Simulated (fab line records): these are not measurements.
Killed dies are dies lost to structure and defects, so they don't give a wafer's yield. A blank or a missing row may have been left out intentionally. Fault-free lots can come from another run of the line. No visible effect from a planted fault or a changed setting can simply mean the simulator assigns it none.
A struck lot beside a sound one    flow gf180mcu    15 steps out of a route of 602
Sound: wafers L163.1, L163.2, L163.4. Wafers L161.1, L161.2, L161.3 were the ones struck. At the end, the cause is stated.
Order at every step that has rows: each side's tool, ch and its chambers, its first start. Under that, the readings that differ: sound wafers    struck wafers    difference of the means    sigmas: that difference in standard deviations of wafers without a fault.
alike: readings with means less than 2 such deviations apart, plus words and numbers identical on both sides. not compared: withheld readings, readings lacking a value on some wafer, bounds such as >300 that could conceal the same value, and numbers that have no deviation in the record and whose values overlap.
The two part at a step that has a row with sigmas, a row that says differs or no value, or rows on one side only. Non-overlapping numbers with no deviation appear without sigmas and do not part them. Lack of a reading on every wafer of one side parts them only where that side has two or more wafers.

first, 4 steps without rows for these wafers: GF_V3_STRIP_19 (strips in post etch residue remover, time 1200 s); GF_V3_CLEAN_20 (cleans in DIW); GF_V3_SPUTTER_21 (material Ti, target thk 15 nm, time 80.02 s); GF_V3_SPUTTER_22 (material TiN, target thk 10 nm, time 40 s).
GF_V3_CVD_23: deposits W, target thk 350 nm, time 104.9 s.
  sound on cvd_w-01 ch 0,1, day 27 12:27; struck on cvd_w-01 ch 0,1, day 26 18:39
  alike: heater_power_w, susceptor_temp_C
  not compared: since_wet_clean_h
GF_V3_RS_MEAS_24: the measuring method here is four-point-probe.
  sound on film_metro-02, day 27 12:34; struck on film_metro-03, day 26 18:46
  alike: V3_W_RS
GF_V3_THK_MEAS_25: measures by xrf.
  sound on film_metro-02, day 27 12:41; struck on film_metro-03, day 26 18:53
  alike: V3_W_THK
GF_V3_CMP_26: polishes, stops on SiO2, t overpolish 15 s, target thk 0 nm.
  sound on cmp-02 ch 0,1,2, day 27 12:45; struck on cmp-01 ch 1,2,3, day 26 18:57
  alike: motor_current_A, overpolish_run_s, time_to_endpoint_s
GF_M4_SPUTTER_00: material Ti, target thk 37.5 nm, time 150 s.
  sound on pvd_sputter-02, day 27 13:03; struck on pvd_sputter-02, day 26 19:15
  alike: cathode_dc_power_W, chamber_pressure_pa, throttle_valve_pct
then, 1 step without rows for these wafers: GF_M4_SPUTTER_01 (material TiN, target thk 30 nm, time 25 s).
GF_M4_SPUTTER_02: material AlCu, target thk 450 nm, time 23.9 s.
  sound on pvd_sputter-02, day 27 13:11; struck on pvd_sputter-02, day 26 19:23
  alike: cathode_dc_power_W, chamber_pressure_pa, throttle_valve_pct
GF_M4_SPUTTER_03: material Ti, target thk 10 nm, time 6.7 s.
  sound on pvd_sputter-02, day 27 13:13; struck on pvd_sputter-02, day 26 19:25
  alike: cathode_dc_power_W, chamber_pressure_pa, throttle_valve_pct
GF_M4_SPUTTER_04: material TiN, target thk 50 nm, time 41.7 s.
  sound on pvd_sputter-02, day 27 13:14; struck on pvd_sputter-02, day 26 19:26
  no value came back on the struck wafers for cathode_dc_power_W (W), chamber_pressure_pa (Pa), throttle_valve_pct (%); on the sound wafers cathode_dc_power_W (W) reads 6500.4 6499.8 6499.0
GF_M4_THK_MEAS_06: measures by xrf.
  sound on film_metro-02, day 27 13:23; struck on film_metro-02, day 26 19:35
reading           sound        struck       difference  sigmas
M4_ALCU_THK (nm)  443 451 444  499 501 491  +51         +9
then, 1 step without rows for these wafers: GF_M4_DEHYDRATE_07 (time 60 s).

== WHERE THEY PART ==
At GF_M4_SPUTTER_04 first; at GF_M4_THK_MEAS_06 last (within this record only).

WHY: what had been put in by the simulator
Beginning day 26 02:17, the whole step at GF_M4_SPUTTER_04 was skipped on pvd_sputter-02. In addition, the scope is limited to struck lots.
